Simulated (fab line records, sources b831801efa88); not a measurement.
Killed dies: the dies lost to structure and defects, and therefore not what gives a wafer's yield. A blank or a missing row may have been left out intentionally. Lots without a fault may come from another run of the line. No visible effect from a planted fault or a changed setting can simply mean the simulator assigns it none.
Split-lot experiment / flow sky130 / on a route of 708 steps: 5 lots, 23 wafers read

== THE SPLIT ==
At SKY_SONOS_ONO_CVD_02 (deposits Si3N4 from DCS/NH3, target thk 10.5 nm, time 180 s), the setting pressure-mtorr was moved away from the recipe's 250 mTorr on 15 of the 23 wafers read, by -9.1% to +14.8%. This setting was run at the recipe's value on the other wafers.

The reading comes from the split's own step.

== THE READING ==
Si3N4_of_SONOS_ONO_CVD_02.thk-nm (the simulator's own value, which no gauge read), in nm, at SKY_SONOS_ONO_CVD_02 (deposits Si3N4 from DCS/NH3, target thk 10.5 nm, time 180 s). The file does not state a usual value for it. Average 10.60 nm, standard deviation 0.077 nm, over the 8 wafers here run with the recipe.

wafer=L074.1; tool, chamber at the split=lpcvd-02, 0; pressure-mtorr as run, mTorr=250; against the recipe=recipe; Si3N4_of_SONOS_ONO_CVD_02.thk-nm, nm=10.5; against lot-mates on the recipe=-
wafer=L074.4; tool, chamber at the split=lpcvd-02, 0; pressure-mtorr as run, mTorr=250; against the recipe=recipe; Si3N4_of_SONOS_ONO_CVD_02.thk-nm, nm=10.6; against lot-mates on the recipe=-
wafer=L074.6; tool, chamber at the split=lpcvd-02, 0; pressure-mtorr as run, mTorr=250; against the recipe=recipe; Si3N4_of_SONOS_ONO_CVD_02.thk-nm, nm=10.48; against lot-mates on the recipe=-
wafer=L077.1; tool, chamber at the split=-, -; pressure-mtorr as run, mTorr=286.9; against the recipe=+14.8%; Si3N4_of_SONOS_ONO_CVD_02.thk-nm, nm=10.99; against lot-mates on the recipe=no lot-mate on the recipe
wafer=L077.2; tool, chamber at the split=-, -; pressure-mtorr as run, mTorr=286.9; against the recipe=+14.8%; Si3N4_of_SONOS_ONO_CVD_02.thk-nm, nm=11.09; against lot-mates on the recipe=no lot-mate on the recipe
wafer=L077.3; tool, chamber at the split=-, -; pressure-mtorr as run, mTorr=286.9; against the recipe=+14.8%; Si3N4_of_SONOS_ONO_CVD_02.thk-nm, nm=10.92; against lot-mates on the recipe=no lot-mate on the recipe
wafer=L077.4; tool, chamber at the split=-, -; pressure-mtorr as run, mTorr=286.9; against the recipe=+14.8%; Si3N4_of_SONOS_ONO_CVD_02.thk-nm, nm=10.98; against lot-mates on the recipe=no lot-mate on the recipe
wafer=L077.5; tool, chamber at the split=-, -; pressure-mtorr as run, mTorr=286.9; against the recipe=+14.8%; Si3N4_of_SONOS_ONO_CVD_02.thk-nm, nm=11.1; against lot-mates on the recipe=no lot-mate on the recipe
wafer=L081.1; tool, chamber at the split=-, -; pressure-mtorr as run, mTorr=276.9; against the recipe=+10.8%; Si3N4_of_SONOS_ONO_CVD_02.thk-nm, nm=10.92; against lot-mates on the recipe=no lot-mate on the recipe
wafer=L081.2; tool, chamber at the split=-, -; pressure-mtorr as run, mTorr=276.9; against the recipe=+10.8%; Si3N4_of_SONOS_ONO_CVD_02.thk-nm, nm=10.84; against lot-mates on the recipe=no lot-mate on the recipe
wafer=L081.4; tool, chamber at the split=-, -; pressure-mtorr as run, mTorr=276.9; against the recipe=+10.8%; Si3N4_of_SONOS_ONO_CVD_02.thk-nm, nm=10.78; against lot-mates on the recipe=no lot-mate on the recipe
wafer=L081.5; tool, chamber at the split=-, -; pressure-mtorr as run, mTorr=276.9; against the recipe=+10.8%; Si3N4_of_SONOS_ONO_CVD_02.thk-nm, nm=10.86; against lot-mates on the recipe=no lot-mate on the recipe
wafer=L081.6; tool, chamber at the split=-, -; pressure-mtorr as run, mTorr=276.9; against the recipe=+10.8%; Si3N4_of_SONOS_ONO_CVD_02.thk-nm, nm=10.8; against lot-mates on the recipe=no lot-mate on the recipe
wafer=L082.1; tool, chamber at the split=-, -; pressure-mtorr as run, mTorr=227.3; against the recipe=-9.1%; Si3N4_of_SONOS_ONO_CVD_02.thk-nm, nm=10.24; against lot-mates on the recipe=no lot-mate on the recipe
wafer=L082.2; tool, chamber at the split=-, -; pressure-mtorr as run, mTorr=227.3; against the recipe=-9.1%; Si3N4_of_SONOS_ONO_CVD_02.thk-nm, nm=10.15; against lot-mates on the recipe=no lot-mate on the recipe
wafer=L082.3; tool, chamber at the split=-, -; pressure-mtorr as run, mTorr=227.3; against the recipe=-9.1%; Si3N4_of_SONOS_ONO_CVD_02.thk-nm, nm=10.21; against lot-mates on the recipe=no lot-mate on the recipe
wafer=L082.4; tool, chamber at the split=-, -; pressure-mtorr as run, mTorr=227.3; against the recipe=-9.1%; Si3N4_of_SONOS_ONO_CVD_02.thk-nm, nm=10.18; against lot-mates on the recipe=no lot-mate on the recipe
wafer=L082.6; tool, chamber at the split=-, -; pressure-mtorr as run, mTorr=227.3; against the recipe=-9.1%; Si3N4_of_SONOS_ONO_CVD_02.thk-nm, nm=10.1; against lot-mates on the recipe=no lot-mate on the recipe
wafer=L084.1; tool, chamber at the split=-, -; pressure-mtorr as run, mTorr=250; against the recipe=recipe; Si3N4_of_SONOS_ONO_CVD_02.thk-nm, nm=10.65; against lot-mates on the recipe=-
wafer=L084.4; tool, chamber at the split=-, -; pressure-mtorr as run, mTorr=250; against the recipe=recipe; Si3N4_of_SONOS_ONO_CVD_02.thk-nm, nm=10.65; against lot-mates on the recipe=-
wafer=L084.3; tool, chamber at the split=-, -; pressure-mtorr as run, mTorr=250; against the recipe=recipe; Si3N4_of_SONOS_ONO_CVD_02.thk-nm, nm=10.56; against lot-mates on the recipe=-
wafer=L084.5; tool, chamber at the split=-, -; pressure-mtorr as run, mTorr=250; against the recipe=recipe; Si3N4_of_SONOS_ONO_CVD_02.thk-nm, nm=10.7; against lot-mates on the recipe=-
wafer=L084.6; tool, chamber at the split=-, -; pressure-mtorr as run, mTorr=250; against the recipe=recipe; Si3N4_of_SONOS_ONO_CVD_02.thk-nm, nm=10.68; against lot-mates on the recipe=-

FIT RESULTS
A straight line over all 23 wafers: Si3N4_of_SONOS_ONO_CVD_02.thk-nm changes by +0.0328 nm for each +1% of pressure-mtorr; r = +0.96; the points scatter about the line by 0.088 nm.
Too few moved wafers have a lot-mate on the recipe to fit a line with each lot's own level taken away.

== THE FILE'S OWN FIT ==
Si3N4_of_SONOS_ONO_CVD_02.thk-nm changes by +0.0328 nm for each +1% of pressure-mtorr, r = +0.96.
